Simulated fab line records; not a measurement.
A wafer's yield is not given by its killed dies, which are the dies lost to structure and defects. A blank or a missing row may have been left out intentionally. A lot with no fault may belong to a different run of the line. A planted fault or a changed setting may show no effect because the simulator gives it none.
fab line records :: flow sky130
[record]
  lots = 6
  wafers = 18
  lastDay = 50
route steps=708 shown VT_ADJUST_PCH@145 SONOS_TUNNEL@154 PAD_OPEN@708
lots with no fault: from the same line, run without faults
startH: hours from the record's first day to the start of the lot's first wafer shown :: waitH: hours since the lot's step before :: " the same as in the row above :: L1.1+2: several wafers, shown together as one row :: - no value, or no start given :: * or withheld: withheld :: < > ~ a bound
route shown NAME@n: names a module that has steps shown in the file, with the first one's number in the route :: usual: average and standard deviation across the fault-free wafers :: same: alike in all rows :: chamber/n: place in a boat :: sites: per-site readings :: _std_site: standard deviation of those values :: _edge_site: inner sites' mean taken away from outer sites' mean :: radiusMm: how far each site lies from the wafer's centre :: mask NAME#n: copy n :: behind: the most recent tool/chamber to have shaped the wafer :: hold: why the lot was held/for how many hours/how that ended :: device: whichever transistor did not switch (one of n, p or np) :: end of line: tests run on the same wafers once the route is complete :: for a step that has no rows: nothing shown but its recipe :: killed: dies that structure and defects cost at the first sort, which is not the same as the wafer's yield :: map: shows each die of a wafer: x if killed, . if not, _ if none is there
set.NAME: the setting that was run; set.NAME@STEP: the one run at that earlier step :: model.NAME: the simulator's own value behind a step, which no gauge read
lots at some steps of the route; a table a step, a row a wafer
services: when a tool's chamber went out of use (startH, in hours from the record's first day, below 0 if earlier), for how many hours, and the reason
[[steps]]
[step SKY_VT_ADJUST_PCH_COAT_02]
[recipe]
  spinRpm = 2000
  resistThkNm = 3000
[step SKY_VT_ADJUST_PCH_SOFTBAKE_03]
[recipe]
  tempC = 110
  timeS = withheld
[step SKY_VT_ADJUST_PCH_EXPOSE_04]
[recipe]
  maskId = NWM
  na = 0.6
  sourceShape = conventional
  sigmaOuter = 0.6
  polarization = unpolarized
  targetCdNm = 840
  doseMj = 255
[step SKY_VT_ADJUST_PCH_PEB_05]
[recipe]
  tempC = 115
  timeS = withheld
[step SKY_VT_ADJUST_PCH_DEVELOP_06]
[recipe]
  wallAngleDeg = 90
  developer = TMAH
  developTimeS = 60
  devTempC = 23
[step SKY_VT_ADJUST_PCH_OVL_MEAS_07]
[usual]
  VT_ADJUST_PCH_OVL = -0.4/1.3
lot.wafer: L180.2
tool: overlay-02
chamber: -
startH: 246.32
waitH: -
VT_ADJUST_PCH_OVL[nm]: 0.8

lot.wafer: L180.4
tool: overlay-02
chamber: -
startH: 246.32
waitH: -
VT_ADJUST_PCH_OVL[nm]: 0.6

lot.wafer: L180.6
tool: overlay-02
chamber: -
startH: 246.32
waitH: -
VT_ADJUST_PCH_OVL[nm]: 0.2

lot.wafer: L182.1
tool: overlay-02
chamber: -
startH: 268.20
waitH: -
VT_ADJUST_PCH_OVL[nm]: -1.0

lot.wafer: L182.3
tool: overlay-02
chamber: -
startH: 268.20
waitH: -
VT_ADJUST_PCH_OVL[nm]: -1.0

lot.wafer: L182.5
tool: overlay-02
chamber: -
startH: 268.20
waitH: -
VT_ADJUST_PCH_OVL[nm]: 0.2

lot.wafer: L189.3
tool: overlay-02
chamber: -
startH: 316.85
waitH: -
VT_ADJUST_PCH_OVL[nm]: 2.4

lot.wafer: L189.4
tool: overlay-02
chamber: -
startH: 316.85
waitH: -
VT_ADJUST_PCH_OVL[nm]: 0.7

lot.wafer: L189.5
tool: overlay-02
chamber: -
startH: 316.85
waitH: -
VT_ADJUST_PCH_OVL[nm]: 2.5

lot.wafer: L191.2
tool: overlay-01
chamber: -
startH: 336.49
waitH: -
VT_ADJUST_PCH_OVL[nm]: -2.7

lot.wafer: L191.4
tool: overlay-01
chamber: -
startH: 336.49
waitH: -
VT_ADJUST_PCH_OVL[nm]: 0.9

lot.wafer: L191.6
tool: overlay-01
chamber: -
startH: 336.49
waitH: -
VT_ADJUST_PCH_OVL[nm]: -0.7

lot.wafer: L194.4
tool: overlay-01
chamber: -
startH: 362.82
waitH: -
VT_ADJUST_PCH_OVL[nm]: -1.3

lot.wafer: L194.5
tool: overlay-01
chamber: -
startH: 362.82
waitH: -
VT_ADJUST_PCH_OVL[nm]: -2.4

lot.wafer: L194.6
tool: overlay-01
chamber: -
startH: 362.82
waitH: -
VT_ADJUST_PCH_OVL[nm]: -2.5

lot.wafer: L198.1
tool: overlay-01
chamber: -
startH: 384.06
waitH: -
VT_ADJUST_PCH_OVL[nm]: -1.6

lot.wafer: L198.2
tool: overlay-01
chamber: -
startH: 384.06
waitH: -
VT_ADJUST_PCH_OVL[nm]: 0.3

lot.wafer: L198.3
tool: overlay-01
chamber: -
startH: 384.06
waitH: -
VT_ADJUST_PCH_OVL[nm]: -0.2
[step SKY_VT_ADJUST_PCH_IMPLANT_08]
[recipe]
  species = B
  energyKev = 10
  doseCm2 = 5e+11
  tiltDeg = withheld
[step SKY_VT_ADJUST_PCH_STRIP_09]
[recipe]
  chemistry = O2/N2
  powerW = 1400
  pressureMtorr = 1500
  platenTempC = withheld
  o2FlowSccm = 3000
  n2FlowSccm = 300
  overashFraction = 0.5
[usual]
  drypumpMotorCurrentA = 5.5/0.32
  o2FlowSccm = 3001/7.7
  oesProductAu = 0.722/0.0043
  stripTimeToEndpointS = 36.90/0.091
[same]
  overashFraction = 0.5
lot.wafer: L180.2
tool: plasmaAsher-04
chamber: 1
startH: 246.50
waitH: 0.1
drypumpMotorCurrentA: 5.4
o2FlowSccm: 3009
oesProductAu: 0.724
rfHoursCounterH: 13
stripTimeToEndpointS: 36.81

lot.wafer: L180.4
tool: plasmaAsher-04
chamber: 0
startH: 246.50
waitH: 0.1
drypumpMotorCurrentA: 5.8
o2FlowSccm: 3010
oesProductAu: 0.723
rfHoursCounterH: -
stripTimeToEndpointS: 36.80

lot.wafer: L180.6
tool: plasmaAsher-04
chamber: 0
startH: 246.50
waitH: 0.1
drypumpMotorCurrentA: 5.9
o2FlowSccm: 3012
oesProductAu: 0.714
rfHoursCounterH: -
stripTimeToEndpointS: 36.84

lot.wafer: L182.1
tool: plasmaAsher-03
chamber: 0
startH: 268.39
waitH: 0.1
drypumpMotorCurrentA: 5.5
o2FlowSccm: 3011
oesProductAu: 0.721
rfHoursCounterH: 56
stripTimeToEndpointS: 37.00

lot.wafer: L182.3
tool: plasmaAsher-03
chamber: 0
startH: 268.39
waitH: 0.1
drypumpMotorCurrentA: 5.5
o2FlowSccm: 3008
oesProductAu: 0.728
rfHoursCounterH: -
stripTimeToEndpointS: 36.95

lot.wafer: L182.5
tool: plasmaAsher-03
chamber: 1
startH: 268.39
waitH: 0.1
drypumpMotorCurrentA: 5.6
o2FlowSccm: 2992
oesProductAu: 0.725
rfHoursCounterH: -
stripTimeToEndpointS: 37.00

lot.wafer: L189.3
tool: plasmaAsher-03
chamber: 1
startH: 317.05
waitH: 0.1
drypumpMotorCurrentA: 5.6
o2FlowSccm: 3004
oesProductAu: 0.722
rfHoursCounterH: -
stripTimeToEndpointS: 37.01

lot.wafer: L189.4
tool: plasmaAsher-03
chamber: 0
startH: 317.05
waitH: 0.1
drypumpMotorCurrentA: 5.6
o2FlowSccm: 3007
oesProductAu: 0.723
rfHoursCounterH: -
stripTimeToEndpointS: 36.80

lot.wafer: L189.5
tool: plasmaAsher-03
chamber: 0
startH: 317.05
waitH: 0.1
drypumpMotorCurrentA: 5.5
o2FlowSccm: 2991
oesProductAu: 0.722
rfHoursCounterH: -
stripTimeToEndpointS: 36.91

lot.wafer: L191.2
tool: plasmaAsher-03
chamber: 1
startH: 336.67
waitH: 0.1
drypumpMotorCurrentA: 5.6
o2FlowSccm: 3011
oesProductAu: 0.713
rfHoursCounterH: 65
stripTimeToEndpointS: 36.95

lot.wafer: L191.4
tool: plasmaAsher-03
chamber: 0
startH: 336.67
waitH: 0.1
drypumpMotorCurrentA: 5.5
o2FlowSccm: 3016
oesProductAu: 0.728
rfHoursCounterH: -
stripTimeToEndpointS: 37.02

lot.wafer: L191.6
tool: plasmaAsher-03
chamber: 0
startH: 336.67
waitH: 0.1
drypumpMotorCurrentA: 5.5
o2FlowSccm: 3014
oesProductAu: 0.721
rfHoursCounterH: -
stripTimeToEndpointS: 36.96

lot.wafer: L194.4
tool: plasmaAsher-04
chamber: 0
startH: 363.02
waitH: 0.1
drypumpMotorCurrentA: 5.8
o2FlowSccm: 3015
oesProductAu: 0.711
rfHoursCounterH: -
stripTimeToEndpointS: 36.88

lot.wafer: L194.5
tool: plasmaAsher-04
chamber: 1
startH: 363.02
waitH: 0.1
drypumpMotorCurrentA: 5.4
o2FlowSccm: 2996
oesProductAu: 0.716
rfHoursCounterH: -
stripTimeToEndpointS: 36.94

lot.wafer: L194.6
tool: plasmaAsher-04
chamber: 0
startH: 363.02
waitH: 0.1
drypumpMotorCurrentA: 5.8
o2FlowSccm: 3003
oesProductAu: 0.722
rfHoursCounterH: -
stripTimeToEndpointS: 36.84

lot.wafer: L198.1
tool: plasmaAsher-03
chamber: 1
startH: 384.25
waitH: 0.1
drypumpMotorCurrentA: 5.6
o2FlowSccm: 3007
oesProductAu: 0.728
rfHoursCounterH: 70
stripTimeToEndpointS: 37.01

lot.wafer: L198.2
tool: plasmaAsher-03
chamber: 0
startH: 384.25
waitH: 0.1
drypumpMotorCurrentA: 5.6
o2FlowSccm: 3024
oesProductAu: 0.720
rfHoursCounterH: 70
stripTimeToEndpointS: 36.93

lot.wafer: L198.3
tool: plasmaAsher-03
chamber: 0
startH: 384.25
waitH: 0.1
drypumpMotorCurrentA: 5.6
o2FlowSccm: 3014
oesProductAu: 0.722
rfHoursCounterH: -
stripTimeToEndpointS: 37.07
[step SKY_VT_ADJUST_PCH_TW_MEAS_10]
[usual]
  VT_ADJUST_PCH_TW = 143.1/1.1
lot.wafer: L180.2
tool: filmMetro-01
chamber: -
startH: 246.61
waitH: 0.1
VT_ADJUST_PCH_TW: 145.5

lot.wafer: L180.4
tool: filmMetro-01
chamber: -
startH: 246.61
waitH: 0.1
VT_ADJUST_PCH_TW: 144.8

lot.wafer: L180.6
tool: filmMetro-01
chamber: -
startH: 246.61
waitH: 0.1
VT_ADJUST_PCH_TW: 145.2

lot.wafer: L182.1
tool: filmMetro-04
chamber: -
startH: 268.49
waitH: 0.1
VT_ADJUST_PCH_TW: 142.8

lot.wafer: L182.3
tool: filmMetro-04
chamber: -
startH: 268.49
waitH: 0.1
VT_ADJUST_PCH_TW: 142.9

lot.wafer: L182.5
tool: filmMetro-04
chamber: -
startH: 268.49
waitH: 0.1
VT_ADJUST_PCH_TW: 142.3

lot.wafer: L189.3
tool: filmMetro-03
chamber: -
startH: 317.14
waitH: 0.1
VT_ADJUST_PCH_TW: 142.5

lot.wafer: L189.4
tool: filmMetro-03
chamber: -
startH: 317.14
waitH: 0.1
VT_ADJUST_PCH_TW: 143.5

lot.wafer: L189.5
tool: filmMetro-03
chamber: -
startH: 317.14
waitH: 0.1
VT_ADJUST_PCH_TW: 142.1

lot.wafer: L191.2
tool: filmMetro-03
chamber: -
startH: 336.78
waitH: 0.1
VT_ADJUST_PCH_TW: 142.4

lot.wafer: L191.4
tool: filmMetro-03
chamber: -
startH: 336.78
waitH: 0.1
VT_ADJUST_PCH_TW: 141.6

lot.wafer: L191.6
tool: filmMetro-03
chamber: -
startH: 336.78
waitH: 0.1
VT_ADJUST_PCH_TW: 141.7

lot.wafer: L194.4
tool: filmMetro-01
chamber: -
startH: 363.12
waitH: 0.1
VT_ADJUST_PCH_TW: 144.0

lot.wafer: L194.5
tool: filmMetro-01
chamber: -
startH: 363.12
waitH: 0.1
VT_ADJUST_PCH_TW: 143.8

lot.wafer: L194.6
tool: filmMetro-01
chamber: -
startH: 363.12
waitH: 0.1
VT_ADJUST_PCH_TW: 144.3

lot.wafer: L198.1
tool: filmMetro-01
chamber: -
startH: 384.35
waitH: 0.1
VT_ADJUST_PCH_TW: 143.9

lot.wafer: L198.2
tool: filmMetro-01
chamber: -
startH: 384.35
waitH: 0.1
VT_ADJUST_PCH_TW: 143.9

lot.wafer: L198.3
tool: filmMetro-01
chamber: -
startH: 384.35
waitH: 0.1
VT_ADJUST_PCH_TW: 143.3
[step SKY_SONOS_TUNNEL_DEHYDRATE_00]
[recipe]
  tempC = 200
  timeS = 60
[step SKY_SONOS_TUNNEL_HMDS_01]
[recipe]
  primeTimeS = 60
  primeTempC = 120
[step SKY_SONOS_TUNNEL_COAT_02]
[recipe]
  resist = NOVOLAK
  spinRpm = 3000
  resistThkNm = 1140
[step SKY_SONOS_TUNNEL_SOFTBAKE_03]
[recipe]
  tempC = 90
  timeS = 60
  resist = NOVOLAK
[usual]
  plateTempC = 89.97/0.12
  runLengthS = 89.13/0.23
lot.wafer: L180.2
tool: lithoTrack-03
chamber: 0
startH: 259.05
waitH: 0.1
plateTempC: 89.80
runLengthS: 89.74

lot.wafer: L180.4
tool: lithoTrack-03
chamber: 0
startH: 259.05
waitH: 0.1
plateTempC: 89.99
runLengthS: 89.27

lot.wafer: L180.6
tool: lithoTrack-03
chamber: 0
startH: 259.05
waitH: 0.1
plateTempC: 89.89
runLengthS: 89.45

lot.wafer: L182.1
tool: lithoTrack-01
chamber: 0
startH: 280.98
waitH: 0.1
plateTempC: 89.95
runLengthS: 89.00

lot.wafer: L182.3
tool: lithoTrack-01
chamber: 0
startH: 280.98
waitH: 0.1
plateTempC: 90.05
runLengthS: 88.99

lot.wafer: L182.5
tool: lithoTrack-01
chamber: 0
startH: 280.98
waitH: 0.1
plateTempC: 89.75
runLengthS: 88.95

lot.wafer: L189.3
tool: lithoTrack-03
chamber: 0
startH: 329.57
waitH: 0.1
plateTempC: 90.08
runLengthS: 89.33

lot.wafer: L189.4
tool: lithoTrack-03
chamber: 0
startH: 329.57
waitH: 0.1
plateTempC: 90.02
runLengthS: 89.51

lot.wafer: L189.5
tool: lithoTrack-03
chamber: 0
startH: 329.57
waitH: 0.1
plateTempC: 90.08
runLengthS: 105.07

lot.wafer: L191.2
tool: lithoTrack-03
chamber: 0
startH: 350.20
waitH: 0.1
plateTempC: 90.21
runLengthS: 89.50

lot.wafer: L191.4
tool: lithoTrack-03
chamber: 0
startH: 350.20
waitH: 0.1
plateTempC: 90.02
runLengthS: 89.44

lot.wafer: L191.6
tool: lithoTrack-03
chamber: 0
startH: 350.20
waitH: 0.1
plateTempC: 90.01
runLengthS: 105.30

lot.wafer: L194.4
tool: lithoTrack-02
chamber: 0
startH: 377.04
waitH: 0.1
plateTempC: 90.05
runLengthS: 88.90

lot.wafer: L194.5
tool: lithoTrack-02
chamber: 0
startH: 377.04
waitH: 0.1
plateTempC: 90.02
runLengthS: 89.13

lot.wafer: L194.6
tool: lithoTrack-02
chamber: 0
startH: 377.04
waitH: 0.1
plateTempC: 89.94
runLengthS: 88.88

lot.wafer: L198.1
tool: lithoTrack-02
chamber: 0
startH: 399.11
waitH: 0.1
plateTempC: 89.93
runLengthS: 89.10

lot.wafer: L198.2
tool: lithoTrack-02
chamber: 0
startH: 399.11
waitH: 0.1
plateTempC: 90.06
runLengthS: 89.02

lot.wafer: L198.3
tool: lithoTrack-02
chamber: 0
startH: 399.11
waitH: 0.1
plateTempC: 90.21
runLengthS: 88.93
[step SKY_SONOS_TUNNEL_EXPOSE_04]
[recipe]
  maskId = TUNM
  na = 0.6
  sourceShape = conventional
  sigmaOuter = 0.6
  polarization = unpolarized
  targetCdNm = 410
  doseMj = 136
[step SKY_PAD_OPEN_PROBE_99]
[usual]
  killed_at_M0_to_M3 = 44/7
  killed_at_M4_up = 3.0/1.7
  killedAtContacts = 24/5.2
  killedAtFrontEnd = 15/4.8
  killedAtOther = 0.2/0.56
  killedDies = 86/9.7
  killedOpen = 47/7.1
  killedShort = 39/6.3
[same]
  grossDies = 492
  killedAtBackSide = 0
lot.wafer: L180.2
tool: prober-01
chamber: -
startH: 1097.49
waitH: 0.1
killed_at_M0_to_M3: 50
killed_at_M4_up: 3
killedAtContacts: 23
killedAtFrontEnd: 11
killedAtOther: 0
killedDies: 87
killedOpen: 42
killedShort: 45

lot.wafer: L180.4
tool: prober-01
chamber: -
startH: 1097.59
waitH: 0.2
killed_at_M0_to_M3: 43
killed_at_M4_up: 1
killedAtContacts: 26
killedAtFrontEnd: 6
killedAtOther: 0
killedDies: 76
killedOpen: 42
killedShort: 34

lot.wafer: L180.6
tool: prober-01
chamber: -
startH: 1097.69
waitH: 0.2
killed_at_M0_to_M3: 48
killed_at_M4_up: 3
killedAtContacts: 23
killedAtFrontEnd: 13
killedAtOther: 1
killedDies: 88
killedOpen: 52
killedShort: 36

lot.wafer: L182.1
tool: prober-01
chamber: -
startH: 1112.04
waitH: 0.1
killed_at_M0_to_M3: 41
killed_at_M4_up: 8
killedAtContacts: 34
killedAtFrontEnd: 24
killedAtOther: 0
killedDies: 107
killedOpen: 53
killedShort: 51

lot.wafer: L182.3
tool: prober-01
chamber: -
startH: 1112.14
waitH: 0.2
killed_at_M0_to_M3: 42
killed_at_M4_up: 5
killedAtContacts: 32
killedAtFrontEnd: 14
killedAtOther: 0
killedDies: 93
killedOpen: 50
killedShort: 43

lot.wafer: L182.5
tool: prober-01
chamber: -
startH: 1112.24
waitH: 0.2
killed_at_M0_to_M3: 32
killed_at_M4_up: 2
killedAtContacts: 28
killedAtFrontEnd: 25
killedAtOther: 0
killedDies: 87
killedOpen: 57
killedShort: 30

lot.wafer: L189.3
tool: prober-02
chamber: -
startH: 1155.29
waitH: 0.2
killed_at_M0_to_M3: 44
killed_at_M4_up: 5
killedAtContacts: 23
killedAtFrontEnd: 13
killedAtOther: 2
killedDies: 87
killedOpen: 44
killedShort: 41

lot.wafer: L189.4
tool: prober-02
chamber: -
startH: 1155.34
waitH: 0.2
killed_at_M0_to_M3: 45
killed_at_M4_up: 2
killedAtContacts: 31
killedAtFrontEnd: 10
killedAtOther: 2
killedDies: 90
killedOpen: 54
killedShort: 35

lot.wafer: L189.5
tool: prober-02
chamber: -
startH: 1155.39
waitH: 0.2
killed_at_M0_to_M3: 53
killed_at_M4_up: 2
killedAtContacts: 18
killedAtFrontEnd: 16
killedAtOther: 0
killedDies: 89
killedOpen: 52
killedShort: 37

lot.wafer: L191.2
tool: prober-02
chamber: -
startH: 1163.87
waitH: 0.1
killed_at_M0_to_M3: 38
killed_at_M4_up: 5
killedAtContacts: 27
killedAtFrontEnd: 24
killedAtOther: 0
killedDies: 94
killedOpen: 53
killedShort: 41

lot.wafer: L191.4
tool: prober-02
chamber: -
startH: 1163.97
waitH: 0.2
killed_at_M0_to_M3: 43
killed_at_M4_up: 5
killedAtContacts: 17
killedAtFrontEnd: 18
killedAtOther: 0
killedDies: 83
killedOpen: 44
killedShort: 39

lot.wafer: L191.6
tool: prober-02
chamber: -
startH: 1164.07
waitH: 0.2
killed_at_M0_to_M3: 54
killed_at_M4_up: 1
killedAtContacts: 28
killedAtFrontEnd: 22
killedAtOther: 0
killedDies: 105
killedOpen: 63
killedShort: 42

lot.wafer: L194.4
tool: prober-02
chamber: -
startH: 1182.81
waitH: 0.2
killed_at_M0_to_M3: 44
killed_at_M4_up: 4
killedAtContacts: 26
killedAtFrontEnd: 13
killedAtOther: 0
killedDies: 87
killedOpen: 45
killedShort: 42

lot.wafer: L194.5
tool: prober-02
chamber: -
startH: 1182.86
waitH: 0.2
killed_at_M0_to_M3: 36
killed_at_M4_up: 5
killedAtContacts: 23
killedAtFrontEnd: 14
killedAtOther: 0
killedDies: 78
killedOpen: 36
killedShort: 42

lot.wafer: L194.6
tool: prober-02
chamber: -
startH: 1182.91
waitH: 0.2
killed_at_M0_to_M3: 43
killed_at_M4_up: 3
killedAtContacts: 25
killedAtFrontEnd: 12
killedAtOther: 0
killedDies: 83
killedOpen: 47
killedShort: 35

lot.wafer: L198.1
tool: prober-02
chamber: -
startH: 1193.95
waitH: 0.1
killed_at_M0_to_M3: 54
killed_at_M4_up: 4
killedAtContacts: 27
killedAtFrontEnd: 20
killedAtOther: 0
killedDies: 105
killedOpen: 62
killedShort: 43

lot.wafer: L198.2
tool: prober-02
chamber: -
startH: 1194.00
waitH: 0.1
killed_at_M0_to_M3: 43
killed_at_M4_up: 4
killedAtContacts: 32
killedAtFrontEnd: 21
killedAtOther: 0
killedDies: 100
killedOpen: 57
killedShort: 43

lot.wafer: L198.3
tool: prober-02
chamber: -
startH: 1194.05
waitH: 0.2
killed_at_M0_to_M3: 36
killed_at_M4_up: 2
killedAtContacts: 30
killedAtFrontEnd: 15
killedAtOther: 0
killedDies: 83
killedOpen: 50
killedShort: 33
// killed by level:class
L180.2 CONTACT:geometricParticle:open=10 LOCAL_INTERCONNECT:geometricParticle:short=9 VIA1:geometricParticle:open=9 VIA1:geometricParticle:short=9 VIA2:geometricParticle:open=7 VIA3:geometricParticle:open=7 VIA3:geometricParticle:short=5 METAL2:geometricParticle:short=4
L180.4 VIA1:geometricParticle:open=14 VIA3:geometricParticle:open=9 CONTACT:geometricParticle:open=8 LOCAL_INTERCONNECT:geometricParticle:short=7 METAL2:geometricParticle:short=6 CONTACT:geometricParticle:short=4 LI_CONTACT:geometricParticle:short=3 LI_CONTACT:geometricParticle:open=3
L180.6 VIA2:geometricParticle:open=11 VIA1:geometricParticle:open=11 CONTACT:geometricParticle:open=10 VIA1:geometricParticle:short=7 LOCAL_INTERCONNECT:geometricParticle:short=5 FIELD_ISO:geometricParticle:open=4 LI_CONTACT:geometricParticle:open=4 METAL1:geometricParticle:short=4
L182.1 CONTACT:geometricParticle:short=10 CONTACT:geometricParticle:open=10 LI_CONTACT:geometricParticle:open=9 METAL2:geometricParticle:short=9 VIA1:geometricParticle:open=8 FIELD_ISO:geometricParticle:open=7 POLY_GATE:geometricParticle:short=7 VIA2:geometricParticle:open=6
L182.3 VIA1:geometricParticle:open=11 LI_CONTACT:geometricParticle:open=9 CONTACT:geometricParticle:open=9 VIA3:geometricParticle:open=9 FIELD_ISO:geometricParticle:short=6 METAL3:geometricParticle:short=6 CONTACT:geometricParticle:short=5 METAL1:geometricParticle:short=5
L182.5 CONTACT:geometricParticle:open=12 LI_CONTACT:geometricParticle:open=9 VIA1:geometricParticle:open=9 VIA2:geometricParticle:open=8 FIELD_ISO:geometricParticle:open=7 FIELD_ISO:geometricParticle:short=6 VIA3:geometricParticle:open=4 POLY_GATE:geometricParticle:open=4
L189.3 VIA1:geometricParticle:open=11 VIA3:geometricParticle:open=8 VIA1:geometricParticle:short=8 LI_CONTACT:geometricParticle:open=7 CONTACT:geometricParticle:open=5 CONTACT:geometricParticle:short=5 VIA2:geometricParticle:open=5 LOCAL_INTERCONNECT:geometricParticle:short=4
L189.4 CONTACT:geometricParticle:open=17 VIA1:geometricParticle:open=11 VIA3:geometricParticle:open=8 VIA2:geometricParticle:open=7 LI_CONTACT:geometricParticle:short=5 LOCAL_INTERCONNECT:geometricParticle:short=5 METAL1:geometricParticle:short=5 VIA1:geometricParticle:short=5
L189.5 VIA1:geometricParticle:open=16 VIA2:geometricParticle:open=9 CONTACT:geometricParticle:open=6 METAL1:geometricParticle:short=6 VIA2:geometricParticle:short=6 VIA1:geometricParticle:short=5 LI_CONTACT:geometricParticle:open=4 SPACER:geometricParticle:short=4
L191.2 VIA1:geometricParticle:open=11 CONTACT:geometricParticle:open=10 LOCAL_INTERCONNECT:geometricParticle:short=6 VIA3:geometricParticle:open=6 FIELD_ISO:geometricParticle:open=5 METAL2:geometricParticle:short=5 LI_CONTACT:geometricParticle:open=5 POLY_GATE:geometricParticle:open=4
L191.4 VIA1:geometricParticle:open=8 FIELD_ISO:geometricParticle:open=6 CONTACT:geometricParticle:short=6 LI_CONTACT:geometricParticle:open=6 VIA3:geometricParticle:open=6 FIELD_ISO:geometricParticle:short=5 METAL1:geometricParticle:short=5 VIA1:geometricParticle:short=5
L191.6 VIA1:geometricParticle:open=21 LI_CONTACT:geometricParticle:open=12 METAL1:geometricParticle:short=10 CONTACT:geometricParticle:open=9 POLY_GATE:geometricParticle:short=7 VIA1:geometricParticle:short=6 FIELD_ISO:geometricParticle:short=5 FIELD_ISO:geometricParticle:open=4
L194.4 VIA1:geometricParticle:open=13 LI_CONTACT:geometricParticle:open=7 CONTACT:geometricParticle:open=7 METAL1:geometricParticle:short=7 LOCAL_INTERCONNECT:geometricParticle:short=5 VIA2:geometricParticle:open=5 FIELD_ISO:geometricParticle:short=4 FIELD_ISO:geometricParticle:open=4
L194.5 LOCAL_INTERCONNECT:geometricParticle:short=8 VIA3:geometricParticle:open=8 VIA1:geometricParticle:open=7 VIA1:geometricParticle:short=6 FIELD_ISO:geometricParticle:short=5 METAL3:geometricParticle:short=5 LI_CONTACT:geometricParticle:open=5 METAL4:geometricParticle:short=5
L194.6 VIA1:geometricParticle:open=11 LI_CONTACT:geometricParticle:open=9 VIA1:geometricParticle:short=7 VIA3:geometricParticle:open=7 CONTACT:geometricParticle:open=6 LOCAL_INTERCONNECT:geometricParticle:short=5 VIA2:geometricParticle:open=4 VIA3:geometricParticle:short=4
L198.1 VIA1:geometricParticle:open=18 CONTACT:geometricParticle:open=11 LI_CONTACT:geometricParticle:open=9 FIELD_ISO:geometricParticle:open=7 METAL1:geometricParticle:short=7 VIA3:geometricParticle:short=6 FIELD_ISO:geometricParticle:short=4 VIA3:geometricParticle:open=4
L198.2 CONTACT:geometricParticle:open=17 VIA1:geometricParticle:open=11 CONTACT:geometricParticle:short=8 VIA1:geometricParticle:short=8 FIELD_ISO:geometricParticle:open=7 FIELD_ISO:geometricParticle:short=6 VIA3:geometricParticle:open=6 METAL1:geometricParticle:short=6
L198.3 CONTACT:geometricParticle:open=10 LI_CONTACT:geometricParticle:open=10 VIA1:geometricParticle:open=8 VIA2:geometricParticle:open=8 FIELD_ISO:geometricParticle:short=5 LOCAL_INTERCONNECT:geometricParticle:short=5 METAL1:geometricParticle:short=4 VIA3:geometricParticle:open=4
[[services]]
tool: plasmaAsher-04
chamber: -
startH: 397.11
hours: 6.0
kind: repair
[[key]]
[firstSign]
  step = SKY_SONOS_TUNNEL_SOFTBAKE_03
  reading = runLengthS
  direction = up
  sigmas = 70
  usual = *
  struck = *
effect none on later readings
metAt SKY_SONOS_TUNNEL_SOFTBAKE_03
struckWafers L189.5,L191.6
testerLeftOut L189,L191
onsetBetween 259.05 329.57
[fault]
  kind = processParameterDrift
  tool = lithoTrack-03
  chamber = -
  onsetH = 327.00
  steps = SKY_SONOS_TUNNEL_SOFTBAKE_03
  channel = timeS
  offset = *
  shape = step
  endH = 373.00
  scope = struckWafersOnly
  actsIn = *
  stated = *
// testerLeftOut: of these lots the tester's yield and bins aren't shown, on N5 and GAA mostly nor the transistor test; their killed dies are dies lost to structure and defects alone, not to doping, threshold or leakage, so they don't give the yield
